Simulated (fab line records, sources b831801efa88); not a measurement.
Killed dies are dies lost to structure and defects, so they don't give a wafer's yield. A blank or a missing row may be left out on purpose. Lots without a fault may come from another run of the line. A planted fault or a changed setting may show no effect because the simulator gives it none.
fab line records | flow sky130
record lots=5 wafers=15 last_day=48
route steps=708 shown FIELD_ISO@11 NWELL@32 DNWELL@35 PWDE@45
lots that met no fault: from a run of the same line without faults
start_h: hours from the record's first day to the start of the lot's first wafer shown | wait_h: hours since the lot's step before | " the same as in the row above | L1.1+2: a row that stands for several wafers | - no value, or no start given | * or withheld: withheld | < > ~ a bound
route shown NAME@n: a module of which the file shows steps, and the number in the route of the first | usual: mean/standard deviation of fault-free wafers | same: alike in all rows | chamber/n: place in a boat | sites: the reading at each site | _std_site: their standard deviation | _edge_site: outer sites' mean less inner sites' | radius_mm: how far each site lies from the wafer's centre | mask NAME#n: copy n | behind: the tool/chamber that last shaped the wafer | hold: why the lot was held/for how many hours/how that ended | device: the transistor (n, p or np) that didn't switch | end of line: the same wafers' tests at the end of the route | a step without rows: its recipe alone | killed: dies lost to structure and defects at the first sort, not the wafer's yield | map: a wafer's dies, x killed, . not, _ none there
set.NAME: the setting as run; set.NAME@STEP: as run at that earlier step | model.NAME: the simulator's own value behind a step, which no gauge read
lots at some steps of the route; a table a step, a row a wafer
services: from which hour (start_h, from the record's first day; less than 0 if before it) a tool's chamber was out of use, for how many hours, and why
## steps
# step SKY_FIELD_ISO_EXPOSE_10
# recipe mask_id=FOM na=0.68 source_shape=annular sigma_inner=0.4 sigma_outer=0.8 target_cd_nm=150 dose_mj=28
# columns lot.wafer tool chamber start_h wait_h mask
L078.1+5+6 krf_scanner-01 0 - - FOM#0
L081.3+5+6 krf_scanner-01 0 - - FOM#0
L087.1+4+6 krf_scanner-02 0 - - FOM#0
L088.2+3+6 krf_scanner-02 0 - - FOM#0
L089.2+3+4 krf_scanner-01 0 - - FOM#0
# step SKY_FIELD_ISO_PEB_11
# recipe peb_temp_c=withheld peb_time_s=withheld resist=KrF-thick
# columns lot.wafer tool chamber start_h wait_h
L078.1+5+6 litho_track-03 0 - -
L081.3+5+6 litho_track-03 0 - -
L087.1+4+6 litho_track-02 0 - -
L088.2+3+6 litho_track-04 0 - -
L089.2+3+4 litho_track-04 0 - -
# step SKY_FIELD_ISO_DEVELOP_12
# recipe develop_time_s=60 resist=KrF-thick dev_temp_c=21
# columns lot.wafer tool chamber start_h wait_h
L078.1+5+6 litho_track-03 0 - -
L081.3+5+6 litho_track-03 0 - -
L087.1+4+6 litho_track-02 0 - -
L088.2+3+6 litho_track-04 0 - -
L089.2+3+4 litho_track-04 0 - -
# step SKY_FIELD_ISO_CD_MEAS_13
# recipe target_cd_nm=150
# usual cd_nm=149.4/1.4
# columns lot.wafer tool chamber start_h wait_h cd_nm
L078.1 cd_sem-02 - 51.35 - 149.0
L078.5 " - " " 150.5
L078.6 " - " " 150.7
L081.3 cd_sem-01 - 65.54 - 147.8
L081.5 " - " " 147.5
L081.6 " - " " 146.6
L087.1 cd_sem-01 - 96.51 - 148.0
L087.4 " - " " 148.1
L087.6 " - " " 149.4
L088.2 cd_sem-02 - 101.94 - 149.8
L088.3 " - " " 149.3
L088.6 " - " " 149.1
L089.2 cd_sem-01 - 105.89 - 149.3
L089.3 " - " " 150.0
L089.4 " - " " 148.9
# step SKY_FIELD_ISO_ETCH_14
# recipe chemistry=N2/H2 target=BARC ion_energy_ev=200 source_w=500 bias_w=100 pressure_mtorr=30 n2_flow_sccm=100 h2_flow_sccm=200 stop_on=SiO2 time_s=45.9 target_depth_a=600
# usual drypump_motor_current_A=5.5/0.39 oes_product_au=0.855/0.0044 throttle_valve_pct=13.224/0.0088
# columns lot.wafer tool chamber start_h wait_h drypump_motor_current_A oes_product_au rf_hours_counter_h throttle_valve_pct
L078.1 rie_diel-02 3 51.47 0.1 5.2 0.848 94 13.228
L078.5 " 2 " " 5.6 0.856 - 13.222
L078.6 " 1 " " 5.9 0.857 - 13.229
L081.3 rie_diel-02 1 65.62 0.1 5.9 0.859 67 13.228
L081.5 " 3 " " 5.2 0.855 - 13.227
L081.6 " 1 " " 5.9 0.855 - 13.226
L087.1 rie_diel-02 1 96.63 0.1 5.9 0.861 68 13.218
L087.4 " 0 " " 5.3 0.852 159 13.221
L087.6 " 0 " " 5.4 0.857 - 13.214
L088.2 rie_diel-02 2 102.04 0.1 5.5 0.857 4 13.221
L088.3 " 3 " " 5.2 0.859 95 13.243
L088.6 " 1 " " 5.9 0.852 - 13.213
L089.2 rie_diel-04 2 105.99 0.1 5.3 0.857 20 13.221
L089.3 " 3 " " 6.1 0.856 66 13.218
L089.4 " 0 " " 5.9 0.858 99 13.224
# step SKY_FIELD_ISO_ETCH_15
# recipe chemistry=CHF3/O2 target_depth_nm=180 stop_on=Si source_w=600 bias_w=200 pressure_mtorr=40 chf3_flow_sccm=50 O2_flow_sccm=5 time_s=72
# usual drypump_motor_current_A=5.5/0.39 oes_product_au=0.947/0.0068 throttle_valve_pct=8.845/0.0089
# columns lot.wafer tool chamber start_h wait_h drypump_motor_current_A oes_product_au rf_hours_counter_h throttle_valve_pct
L078.1 rie_diel-02 3 51.52 0.0 5.2 0.952 94 8.854
L078.5 " 2 " " 5.5 0.953 - 8.861
L078.6 " 1 " " 5.9 0.945 - 8.837
L081.3 rie_diel-02 1 65.67 0.0 5.9 0.939 67 8.842
L081.5 " 3 " " 5.2 0.962 - 8.839
L081.6 " 1 " " 5.9 0.952 - 8.851
L087.1 rie_diel-02 1 96.67 0.0 5.9 0.948 68 8.837
L087.4 " 0 " " 5.3 0.949 159 8.841
L087.6 " 0 " " 5.3 0.946 - 8.856
L088.2 rie_diel-02 2 102.08 0.0 5.6 0.942 4 8.845
L088.3 " 3 " " 5.2 0.932 95 8.844
L088.6 " 1 " " 5.9 0.940 - 8.836
L089.2 rie_diel-04 2 106.03 0.0 5.3 0.947 20 8.849
L089.3 " 3 " " 6.1 0.946 66 8.833
L089.4 " 0 " " 5.9 0.946 99 8.843
# step SKY_FIELD_ISO_STRIP_16
# recipe chemistry=O2/N2 power_w=1400 pressure_mtorr=1500 platen_temp_c=withheld o2_flow_sccm=3000 n2_flow_sccm=300 overash_fraction=0.5
# usual drypump_motor_current_A=5.5/0.51 oes_product_au=0.378/0.005 strip_time_to_endpoint_s=3.550/0.028
# same overash_fraction=0.5
# columns lot.wafer tool chamber start_h wait_h drypump_motor_current_A oes_product_au rf_hours_counter_h strip_time_to_endpoint_s
L078.1 plasma_asher-03 0 51.57 0.0 6.1 0.377 37 3.549
L078.5 " 0 " " 6.1 0.378 - 3.585
L078.6 " 1 " " 5.4 0.375 - 3.557
L081.3 plasma_asher-04 0 65.76 0.1 5.6 0.370 - 3.563
L081.5 " 1 " " 4.9 0.380 - 3.597
L081.6 " 0 " " 5.6 0.380 - 3.584
L087.1 plasma_asher-03 1 96.73 0.0 5.3 0.386 41 3.543
L087.4 " 1 " " 5.3 0.374 - 3.565
L087.6 " 1 " " 5.4 0.383 - 3.561
L088.2 plasma_asher-04 1 102.13 0.0 5.0 0.381 42 3.573
L088.3 " 1 " " 5.0 0.377 - 3.554
L088.6 " 1 " " 5.0 0.384 - 3.547
L089.2 plasma_asher-03 0 106.08 0.0 6.1 0.386 42 3.561
L089.3 " 0 " " 6.1 0.387 - 3.539
L089.4 " 1 " " 5.4 0.376 - 3.549
# step SKY_FIELD_ISO_ETCH_17
# recipe target_depth_a=3420 mask_material=Si3N4 chemistry=HBr/Cl2/O2 target=Si taper_deg=5 icp_w=600 bias_w=150 pressure_mtorr=15 HBr_flow_sccm=150 Cl2_flow_sccm=40 O2_flow_sccm=6 time_s=97.7
# usual drypump_motor_current_A=5.26/0.23 oes_product_au=1.002/0.0065 throttle_valve_pct=25.655/0.01
# columns lot.wafer tool chamber start_h wait_h drypump_motor_current_A oes_product_au rf_hours_counter_h throttle_valve_pct
L078.1 rie_si-01 0 51.67 0.1 5.14 0.995 6 25.654
L078.5 " 0 " " 5.15 0.993 - 25.665
L078.6 " 3 " " 5.38 1.005 - 25.666
L081.3 rie_si-02 2 65.82 0.0 5.40 1.001 87 25.659
L081.5 " 0 " " 5.47 0.995 - 25.653
L081.6 " 1 " " 5.38 1.008 - 25.650
L087.1 rie_si-02 0 96.83 0.1 5.50 1.000 70 25.651
L087.4 " 2 " " 5.39 0.997 88 25.673
L087.6 " 2 " " 5.40 1.003 - 25.664
L088.2 rie_si-01 1 102.23 0.1 5.53 1.008 116 25.659
L088.3 " 0 " " 5.13 1.006 7 25.644
L088.6 " 0 " " 5.14 1.007 - 25.636
L089.2 rie_si-02 2 106.18 0.1 5.40 1.008 88 25.640
L089.3 " 1 " " 5.41 1.000 3 25.660
L089.4 " 0 " " 5.47 1.001 70 25.649
# step SKY_FIELD_ISO_WET_ETCH_18
# recipe chemistry=H3PO4 target_depth_nm=25 temp_c=160 target=Si3N4 time_s=286
# columns lot.wafer tool chamber start_h wait_h
L078.1+5+6 wet_bench-01 0 51.74 0.0
L081.3+5+6 wet_bench-03 2 65.89 0.0
L087.1+4+6 wet_bench-03 0 96.90 0.0
L088.2+3+6 wet_bench-02 1 102.31 0.0
L089.2+3+4 wet_bench-03 1 106.26 0.0
# step SKY_FIELD_ISO_CLEAN_19
# recipe chemistry=SC1/SC2 mix=1:4:20 temp_c=70 time_s=150
# columns lot.wafer tool chamber start_h wait_h
L078.1+5+6 wet_bench-02 0 51.84 0.0
L081.3+5+6 wet_bench-01 2 65.98 0.0
L087.1+4+6 wet_bench-02 0 96.99 0.0
L088.2+3+6 wet_bench-01 2 102.39 0.0
L089.2+3+4 wet_bench-03 3 106.34 0.0
# step SKY_FIELD_ISO_CLEAN_20
# recipe chemistry=dHF time_s=20 dilution=100:1
# columns lot.wafer tool chamber start_h wait_h
L078.1+5+6 wet_bench-03 2 51.89 0.0
L081.3+5+6 wet_bench-02 2 66.04 0.0
L087.1+4+6 wet_bench-01 0 97.05 0.0
L088.2+3+6 wet_bench-03 3 102.44 0.0
L089.2+3+4 wet_bench-01 3 106.39 0.0
# step SKY_FIELD_ISO_WET_ETCH_21
# recipe chemistry=dHF dilution=100:1 target_depth_nm=20 dry=ipa_marangoni target=SiO2 temp_c=25 time_s=400
# columns lot.wafer tool chamber start_h wait_h
L078.1+5+6 wet_bench-01 2 51.90 0.0
L081.3+5+6 wet_bench-03 0 66.05 0.0
L087.1+4+6 wet_bench-03 0 97.06 0.0
L088.2+3+6 wet_bench-02 3 102.46 0.0
L089.2+3+4 wet_bench-03 1 106.41 0.0
# step SKY_FIELD_ISO_OXIDATION_22
# recipe temp_c=950 ambient=O2 stabilise_s=600 purge_s=300 target_thk_a=100 ox_time_s=623
# usual spike_tc_lower_C=950.7/0.93
# same stabilise_s=600
# columns lot.wafer tool chamber start_h wait_h spike_tc_lower_C
L078.1 furnace-01 0 52.03 0.0 949.9
L078.5 " 0 " " 949.5
L078.6 " 0 " " 952.1
L081.3 furnace-01 0 67.82 1.7 949.9
L081.5 " 0 " " 949.6
L081.6 " 0 " " 949.7
L087.1 furnace-02 0 97.49 0.3 951.0
L087.4 " 0 " " 949.5
L087.6 " 0 " " 949.4
L088.2 furnace-02 0 102.58 0.0 949.5
L088.3 " 0 " " 950.5
L088.6 " 0 " " 950.5
L089.2 furnace-01 0 107.31 0.8 952.0
L089.3 " 0 " " 951.9
L089.4 " 0 " " 950.7
# step SKY_FIELD_ISO_THK_MEAS_23
# recipe reads=SiO2_of_FIELD_ISO_OXIDATION_22
# usual FIELD_ISO_OXIDATION_01_THK=10.00/0.16
# columns lot.wafer tool chamber start_h wait_h FIELD_ISO_OXIDATION_01_THK[nm]
L078.1 film_metro-02 - 53.26 0.0 10.12
L078.5 " - " " 9.92
L078.6 " - " " 10.12
L081.3 film_metro-02 - 69.02 0.0 10.24
L081.5 " - " " 10.23
L081.6 " - " " 10.25
L087.1 film_metro-02 - 98.66 0.0 9.84
L087.4 " - " " 9.85
L087.6 " - " " 9.96
L088.2 film_metro-02 - 103.76 0.0 9.77
L088.3 " - " " 9.79
L088.6 " - " " 9.66
L089.2 film_metro-02 - 108.50 0.0 9.68
L089.3 " - " " 9.90
L089.4 " - " " 9.67
# step SKY_FIELD_ISO_CVD_24
# recipe material=SiO2 target_thk_nm=595 temp_c=650 sigma_open_frac=0.3 time_s=99.2 sih4_flow_sccm=60 pressure_mtorr=6
# usual susceptor_temp_C=650.0/0.3
# columns lot.wafer tool chamber start_h wait_h susceptor_temp_C
L078.1 hdpcvd-01 1 53.32 0.1 649.9
L078.5 " 2 " " 649.8
L078.6 " 1 " " 650.3
L081.3 hdpcvd-01 2 69.07 0.0 649.7
L081.5 " 1 " " 650.3
L081.6 " 0 " " 650.0
L087.1 hdpcvd-02 0 98.72 0.1 650.2
L087.4 " 2 " " 649.7
L087.6 " 0 " " 650.0
L088.2 hdpcvd-02 1 103.81 0.0 649.9
L088.3 " 0 " " 649.7
L088.6 " 0 " " 650.3
L089.2 hdpcvd-02 0 108.55 0.0 649.8
L089.3 " 2 " " 650.4
L089.4 " 0 " " 650.1
# step SKY_FIELD_ISO_THK_MEAS_25
# recipe reads=SiO2_of_FIELD_ISO_CVD_24
# usual FIELD_ISO_CVD_24_THK=596/6.6
# columns lot.wafer tool chamber start_h wait_h FIELD_ISO_CVD_24_THK[nm]
L078.1 film_metro-02 - 53.39 0.0 596
L078.5 " - " " 604
L078.6 " - " " 599
L081.3 film_metro-02 - 69.17 0.1 602
L081.5 " - " " 595
L081.6 " - " " 602
L087.1 film_metro-01 - 98.79 0.0 606
L087.4 " - " " 598
L087.6 " - " " 602
L088.2 film_metro-01 - 103.89 0.0 598
L088.3 " - " " 597
L088.6 " - " " 599
L089.2 film_metro-02 - 108.63 0.0 583
L089.3 " - " " 592
L089.4 " - " " 577
# step SKY_FIELD_ISO_ANNEAL_26
# recipe temp_c=1000 time_s=1800 ambient=N2
# usual spike_tc_lower_C=1000.8/1.1
# columns lot.wafer tool chamber start_h wait_h spike_tc_lower_C
L078.1 furnace-02 0 53.45 0.1 999.8
L078.5 " 0 " " 1001.0
L078.6 " 0 " " 1000.3
L081.3 furnace-01 0 69.21 0.0 999.7
L081.5 " 0 " " 1001.3
L081.6 " 0 " " 1002.8
L087.1 furnace-02 0 98.85 0.1 1001.6
L087.4 " 0 " " 1000.1
L087.6 " 0 " " 1001.9
L088.2 furnace-02 0 103.94 0.0 1001.4
L088.3 " 0 " " 1001.1
L088.6 " 0 " " 1001.7
L089.2 furnace-02 0 108.68 0.0 1000.8
L089.3 " 0 " " 999.2
L089.4 " 0 " " 1000.5
# step SKY_FIELD_ISO_CMP_27
# recipe stop_on=Si3N4 t_overpolish_s=16 down_force_psi=4 platen_rpm=60 target_thk_nm=457.8 pad_velocity_m_s=0.94248
# usual motor_current_A=10.9/1.2 overpolish_run_s=15.999/0.0088 time_to_endpoint_s=114/3.6
# columns lot.wafer tool chamber start_h wait_h motor_current_A overpolish_run_s time_to_endpoint_s
L078.1 cmp-02 2 55.05 0.1 11.5 16.001 111
L078.6 " 0 " " 9.5 16.008 111
L078.5 " 1 " " 12.9 15.997 119
L081.3 cmp-01 2 70.81 0.1 8.9 15.998 110
L081.6 " 0 " " 10.2 15.996 113
L081.5 " 1 " " 11.6 16.003 113
L087.1 cmp-02 1 100.45 0.1 12.4 15.991 115
L087.4 " 2 " " 11.7 16.000 114
L087.6 " 3 " " 11.5 16.008 114
L088.2 cmp-02 0 105.49 0.1 9.8 15.997 109
L088.3 " 2 " " 11.7 16.008 113
L088.6 " 0 " " 9.4 15.994 107
L089.2 cmp-01 2 110.18 0.0 9.0 15.979 112
L089.3 " 3 " " 10.9 16.008 114
L089.4 " 0 " " 10.1 16.002 110
# step SKY_FIELD_ISO_WET_ETCH_28
# recipe chemistry=dHF target_depth_nm=23.7 target=SiO2 dilution=10:1 temp_c=25 time_s=47
# columns lot.wafer tool chamber start_h wait_h
L078.1+5+6 wet_bench-01 2 55.25 0.1
L081.3+5+6 wet_bench-03 0 71.01 0.1
L087.1+4+6 wet_bench-03 1 100.65 0.1
L088.2+3+6 wet_bench-02 2 105.74 0.2
L089.2+3+4 wet_bench-02 1 110.48 0.2
# step SKY_FIELD_ISO_WET_ETCH_29
# recipe chemistry=H3PO4 target_depth_nm=160 target=Si3N4 temp_c=160 time_s=1825
# columns lot.wafer tool chamber start_h wait_h
L078.1+5+6 wet_bench-03 0 55.27 0.0
L081.3+5+6 wet_bench-02 0 71.03 0.0
L087.1+4+6 wet_bench-02 1 100.67 0.0
L088.2+3+6 wet_bench-01 1 105.76 0.0
L089.2+3+4 wet_bench-01 3 110.50 0.0
# step SKY_FIELD_ISO_WET_ETCH_30
# recipe chemistry=dHF target_depth_nm=25 target=SiO2 dilution=10:1 temp_c=25 time_s=50
# columns lot.wafer tool chamber start_h wait_h
L078.1+5+6 wet_bench-01 3 55.78 0.0
L081.3+5+6 wet_bench-01 3 71.54 0.0
L087.1+4+6 wet_bench-01 0 101.19 0.0
L088.2+3+6 wet_bench-01 2 106.28 0.0
L089.2+3+4 wet_bench-03 2 111.02 0.0
# step SKY_NWELL_CLEAN_00
# recipe chemistry=SC1/SC2 mix=1:4:20 temp_c=70 time_s=150 dry=n2_spin
# columns lot.wafer tool chamber start_h wait_h
L078.1+5+6 wet_bench-02 2 55.81 0.0
L081.3+5+6 wet_bench-03 0 71.56 0.0
L087.1+4+6 wet_bench-03 2 101.21 0.0
L088.2+3+6 wet_bench-01 0 106.30 0.0
L089.2+3+4 wet_bench-02 3 111.04 0.0
# step SKY_NWELL_OXIDATION_01
# recipe temp_c=900 ambient=O2 stabilise_s=600 purge_s=300 target_thk_a=100 ox_time_s=1418
# usual spike_tc_lower_C=900.7/1
# same stabilise_s=600
# columns lot.wafer tool chamber start_h wait_h spike_tc_lower_C
L078.1 furnace-02 0 55.86 0.0 900.3
L078.5 " 0 " " 899.4
L078.6 " 0 " " 900.8
L081.3 furnace-01 0 72.22 0.6 901.0
L081.5 " 0 " " 900.7
L081.6 " 0 " " 901.4
L087.1 furnace-01 0 101.63 0.4 901.7
L087.4 " 0 " " 901.6
L087.6 " 0 " " 901.1
L088.2 furnace-02 0 106.95 0.6 899.9
L088.3 " 0 " " 899.7
L088.6 " 0 " " 901.6
L089.2 furnace-02 0 111.68 0.6 900.6
L089.3 " 0 " " 901.2
L089.4 " 0 " " 899.5
# step SKY_NWELL_THK_MEAS_02
# recipe reads=SiO2_of_NWELL_OXIDATION_01
# usual NWELL_OXIDATION_THK=9.97/0.18
# columns lot.wafer tool chamber start_h wait_h NWELL_OXIDATION_THK[nm]
L078.1 film_metro-04 - 57.35 0.1 9.75
L078.5 " - " " 10.02
L078.6 " - " " 9.79
L081.3 film_metro-04 - 73.64 0.0 9.74
L081.5 " - " " 9.80
L081.6 " - " " 9.76
L087.1 film_metro-01 - 103.03 0.0 10.18
L087.4 " - " " 9.89
L087.6 " - " " 9.99
L088.2 film_metro-01 - 108.66 0.3 10.00
L088.3 " - " " 9.96
L088.6 " - " " 9.81
L089.2 film_metro-01 - 113.08 0.0 9.87
L089.3 " - " " 9.97
L089.4 " - " " 9.85
# step SKY_DNWELL_DEHYDRATE_00
# recipe temp_c=200 time_s=60
# columns lot.wafer tool chamber start_h wait_h
L078.1+5+6 litho_track-04 0 64.67 7.3
L081.3+5+6 litho_track-02 0 81.71 8.1
L087.1+4+6 litho_track-01 0 111.24 8.2
L088.2+3+6 litho_track-01 0 116.56 7.9
L089.2+3+4 litho_track-02 0 120.88 7.8
# step SKY_DNWELL_HMDS_01
# recipe prime_time_s=60 prime_temp_c=120
# columns lot.wafer tool chamber start_h wait_h
L078.1+5+6 litho_track-04 0 64.82 0.1
L081.3+5+6 litho_track-02 0 81.86 0.1
L087.1+4+6 litho_track-01 0 111.39 0.1
L088.2+3+6 litho_track-01 0 116.71 0.1
L089.2+3+4 litho_track-02 0 121.03 0.1
# step SKY_DNWELL_COAT_02
# recipe spin_rpm=2000 resist_thk_nm=3000
# usual spin_speed_rpm=2000.2/1.3
# columns lot.wafer tool chamber start_h wait_h spin_speed_rpm
L078.1 litho_track-04 0 64.97 0.1 2001.4
L078.5 " 0 " " 2001.1
L078.6 " 0 " " 1999.5
L081.3 litho_track-02 0 82.01 0.1 1999.6
L081.5 " 0 " " 1999.0
L081.6 " 0 " " 1999.8
L087.1 litho_track-01 0 111.54 0.1 2001.5
L087.4 " 0 " " 2000.8
L087.6 " 0 " " 2001.0
L088.2 litho_track-01 0 116.86 0.1 2001.5
L088.3 " 0 " " 2000.9
L088.6 " 0 " " 1999.3
L089.2 litho_track-02 0 121.18 0.1 2001.2
L089.3 " 0 " " 2001.0
L089.4 " 0 " " 2001.6
# step SKY_DNWELL_SOFTBAKE_03
# recipe temp_c=110 time_s=withheld
# columns lot.wafer tool chamber start_h wait_h
L078.1+5+6 litho_track-04 0 65.12 0.1
L081.3+5+6 litho_track-02 0 82.18 0.1
L087.1+4+6 litho_track-01 0 111.69 0.1
L088.2+3+6 litho_track-01 0 117.02 0.1
L089.2+3+4 litho_track-02 0 121.34 0.1
# step SKY_DNWELL_EXPOSE_04
# recipe mask_id=DNM na=0.57 target_cd_nm=3000 dose_mj=222
# columns lot.wafer tool chamber start_h wait_h mask
L078.1+5+6 iline_stepper-01 0 - - DNM#0
L081.3+5+6 iline_stepper-02 0 - - DNM#0
L087.1+4+6 iline_stepper-02 0 - - DNM#0
L088.2+3+6 iline_stepper-01 0 - - DNM#0
L089.2+3+4 iline_stepper-02 0 - - DNM#0
# step SKY_DNWELL_PEB_05
# recipe temp_c=115 time_s=withheld
# columns lot.wafer tool chamber start_h wait_h
L078.1+5+6 litho_track-02 0 - -
L081.3+5+6 litho_track-01 0 - -
L087.1+4+6 litho_track-02 0 - -
L088.2+3+6 litho_track-02 0 - -
L089.2+3+4 litho_track-01 0 - -
# step SKY_DNWELL_DEVELOP_06
# recipe wall_angle_deg=90 developer=TMAH develop_time_s=60 dev_temp_c=23
# columns lot.wafer tool chamber start_h wait_h
L078.1+5+6 litho_track-02 0 - -
L081.3+5+6 litho_track-01 0 - -
L087.1+4+6 litho_track-02 0 - -
L088.2+3+6 litho_track-02 0 - -
L089.2+3+4 litho_track-01 0 - -
# step SKY_DNWELL_IMPLANT_07
# recipe species=P energy_kev=withheld dose_cm2=withheld tilt_deg=withheld
# columns lot.wafer tool chamber start_h wait_h
L078.1+5+6 implanter-04 0 73.31 -
L081.3+5+6 implanter-04 0 90.59 -
L087.1+4+6 implanter-03 0 120.56 -
L088.2+3+6 implanter-02 0 126.63 -
L089.2+3+4 implanter-02 0 130.66 -
# step SKY_DNWELL_STRIP_08
# recipe chemistry=O2/N2 power_w=1400 pressure_mtorr=1500 platen_temp_c=withheld o2_flow_sccm=3000 n2_flow_sccm=300 overash_fraction=0.5
# usual drypump_motor_current_A=5.6/0.42 oes_product_au=0.722/0.0042 strip_time_to_endpoint_s=36.95/0.13
# same overash_fraction=0.5
# columns lot.wafer tool chamber start_h wait_h drypump_motor_current_A oes_product_au rf_hours_counter_h strip_time_to_endpoint_s
L078.1 plasma_asher-03 0 73.46 0.1 6.1 0.722 39 37.02
L078.5 " 1 " " 5.4 0.729 - 36.98
L078.6 " 0 " " 6.1 0.728 - 36.95
L081.3 plasma_asher-01 0 90.72 0.1 5.2 0.725 - 36.88
L081.5 " 0 " " 5.2 0.718 - 36.94
L081.6 " 1 " " 6.0 0.721 - 36.90
L087.1 plasma_asher-03 0 120.71 0.1 6.1 0.724 0 36.80
L087.4 " 0 " " 6.1 0.723 - 36.77
L087.6 " 0 " " 6.1 0.723 - 36.94
L088.2 plasma_asher-03 1 126.76 0.1 5.4 0.721 1 36.76
L088.3 " 1 " " 5.3 0.727 - 36.66
L088.6 " 0 " " 6.1 0.720 - 36.75
L089.2 plasma_asher-03 0 130.79 0.1 6.1 0.724 1 37.17
L089.3 " 1 " " 5.4 0.719 - 37.12
L089.4 " 0 " " 6.1 0.724 - 37.13
# step SKY_DNWELL_TW_MEAS_09
# usual DNWELL_TW=1105/14
# columns lot.wafer tool chamber start_h wait_h DNWELL_TW
L078.1 film_metro-04 - 73.56 0.1 1094
L078.5 " - " " 1097
L078.6 " - " " 1096
L081.3 film_metro-01 - 90.81 0.1 1110
L081.5 " - " " 1111
L081.6 " - " " 1108
L087.1 film_metro-04 - 120.81 0.1 1087
L087.4 " - " " 1088
L087.6 " - " " 1088
L088.2 film_metro-01 - 126.87 0.1 1122
L088.3 " - " " 1130
L088.6 " - " " 1119
L089.2 film_metro-04 - 130.94 0.1 1085
L089.3 " - " " 1086
L089.4 " - " " 1088
# step SKY_PWDE_DEHYDRATE_00
# recipe temp_c=200 time_s=60
# columns lot.wafer tool chamber start_h wait_h
L078.1+5+6 litho_track-01 0 81.44 7.9
L081.3+5+6 litho_track-03 0 99.00 8.2
L087.1+4+6 litho_track-04 0 129.37 8.5
L088.2+3+6 litho_track-04 0 134.59 7.7
L089.2+3+4 litho_track-04 0 139.44 8.5
# step SKY_PWDE_HMDS_01
# recipe prime_time_s=60 prime_temp_c=120
# columns lot.wafer tool chamber start_h wait_h
L078.1+5+6 litho_track-01 0 81.59 0.1
L081.3+5+6 litho_track-03 0 99.15 0.1
L087.1+4+6 litho_track-04 0 129.52 0.1
L088.2+3+6 litho_track-04 0 134.74 0.1
L089.2+3+4 litho_track-04 0 139.59 0.1
# step SKY_PWDE_COAT_02
# recipe spin_rpm=2000 resist_thk_nm=3000
# usual spin_speed_rpm=2000.0/1.2
# columns lot.wafer tool chamber start_h wait_h spin_speed_rpm
L078.1 litho_track-01 0 81.74 0.1 2000.1
L078.5 " 0 " " 2000.2
L078.6 " 0 " " 1999.6
L081.3 litho_track-03 0 99.30 0.1 2001.5
L081.5 " 0 " " 2000.8
L081.6 " 0 " " 1999.7
L087.1 litho_track-04 0 129.67 0.1 1999.0
L087.4 " 0 " " 1997.4
L087.6 " 0 " " 1999.3
L088.2 litho_track-04 0 134.89 0.1 2000.0
L088.3 " 0 " " 2001.0
L088.6 " 0 " " 1999.2
L089.2 litho_track-04 0 139.74 0.1 1999.5
L089.3 " 0 " " 1999.5
L089.4 " 0 " " 2000.3
# step SKY_PWDE_SOFTBAKE_03
# recipe temp_c=110 time_s=withheld
# columns lot.wafer tool chamber start_h wait_h
L078.1+5+6 litho_track-01 0 81.89 0.1
L081.3+5+6 litho_track-03 0 99.47 0.1
L087.1+4+6 litho_track-04 0 129.82 0.1
L088.2+3+6 litho_track-04 0 135.05 0.1
L089.2+3+4 litho_track-04 0 139.90 0.1
# step SKY_PWDE_EXPOSE_04
# recipe mask_id=PWDEM na=0.6 source_shape=conventional sigma_outer=0.6 polarization=unpolarized target_cd_nm=840 dose_mj=214
# columns lot.wafer tool chamber start_h wait_h mask
L078.1+5+6 iline_stepper-02 0 - - PWDEM#0
L081.3+5+6 iline_stepper-01 0 - - PWDEM#0
L087.1+4+6 iline_stepper-02 0 - - PWDEM#0
L088.2+3+6 iline_stepper-01 0 - - PWDEM#0
L089.2+3+4 iline_stepper-02 0 - - PWDEM#0
# step SKY_PWDE_PEB_05
# recipe temp_c=115 time_s=withheld
# columns lot.wafer tool chamber start_h wait_h
L078.1+5+6 litho_track-01 0 - -
L081.3+5+6 litho_track-03 0 - -
L087.1+4+6 litho_track-03 0 - -
L088.2+3+6 litho_track-03 0 - -
L089.2+3+4 litho_track-01 0 - -
# step SKY_PWDE_DEVELOP_06
# recipe wall_angle_deg=90 developer=TMAH develop_time_s=60 dev_temp_c=23
# columns lot.wafer tool chamber start_h wait_h
L078.1+5+6 litho_track-01 0 - -
L081.3+5+6 litho_track-03 0 - -
L087.1+4+6 litho_track-03 0 - -
L088.2+3+6 litho_track-03 0 - -
L089.2+3+4 litho_track-01 0 - -
# step SKY_PWDE_OVL_MEAS_07
# usual PWDE_OVL=-0.5/1.4
# columns lot.wafer tool chamber start_h wait_h PWDE_OVL[nm]
L078.1 overlay-02 - 90.19 - -0.1
L078.5 " - " " -1.0
L078.6 " - " " -1.9
L081.3 overlay-01 - 108.67 - -0.5
L081.5 " - " " 0.1
L081.6 " - " " 0.0
L087.1 overlay-02 - 139.35 - -0.3
L087.4 " - " " -1.6
L087.6 " - " " 0.4
L088.2 overlay-01 - 145.41 - 1.4
L088.3 " - " " -0.4
L088.6 " - " " 0.2
L089.2 overlay-01 - 149.74 - 0.6
L089.3 " - " " -1.2
L089.4 " - " " 2.9
# step SKY_PWDE_IMPLANT_08
# recipe species=B energy_kev=150 dose_cm2=3.6e+12 tilt_deg=withheld
# usual faraday_current_uA=20.3/0.44
# columns lot.wafer tool chamber start_h wait_h faraday_current_uA
L078.1 implanter-01 0 90.22 0.0 19.9
L078.5 " 0 " " 20.1
L078.6 " 0 " " 20.5
L081.3 implanter-01 0 108.74 0.1 20.4
L081.5 " 0 " " 20.4
L081.6 " 0 " " 19.7
L087.1 implanter-02 0 139.39 0.0 20.9
L087.4 " 0 " " 20.7
L087.6 " 0 " " 20.0
L088.2 implanter-01 0 145.46 0.0 19.8
L088.3 " 0 " " 19.8
L088.6 " 0 " " 20.4
L089.2 implanter-02 0 149.80 0.0 20.3
L089.3 " 0 " " 19.6
L089.4 " 0 " " 19.8
## services
# columns tool chamber start_h hours kind
iline_stepper-01 - 21.23 1.7 pm
iline_stepper-02 - 29.49 1.7 pm
rie_diel-02 0 51.84 1.6 repair
krf_scanner-01 - 60.45 1.0 pm
rie_diel-02 2 62.86 4.3 repair
cmp-02 - 64.00 4.0 pm
hdpcvd-02 - 66.75 15.0 pm
hdpcvd-02 0 67.02 3.4 repair
hdpcvd-02 - 68.55 1.4 repair
rie_si-02 0 76.65 6.6 repair
implanter-01 - 81.67 3.4 repair
rie_diel-02 3 88.52 4.3 repair
krf_scanner-01 - 89.06 1.3 pm
implanter-01 - 100.48 7.7 pm
plasma_asher-03 - 108.75 9.0 pm
rie_si-02 2 113.49 5.2 repair
furnace-02 - 116.63 3.3 pm
cmp-02 - 119.28 2.4 repair
rie_diel-02 - 119.93 2.8 pm
hdpcvd-02 2 126.38 2.8 repair
iline_stepper-01 - 129.20 2.1 pm
plasma_asher-03 - 139.75 6.9 repair
iline_stepper-01 - 141.84 1.7 repair
furnace-02 - 149.44 3.7 pm
## key
fault none
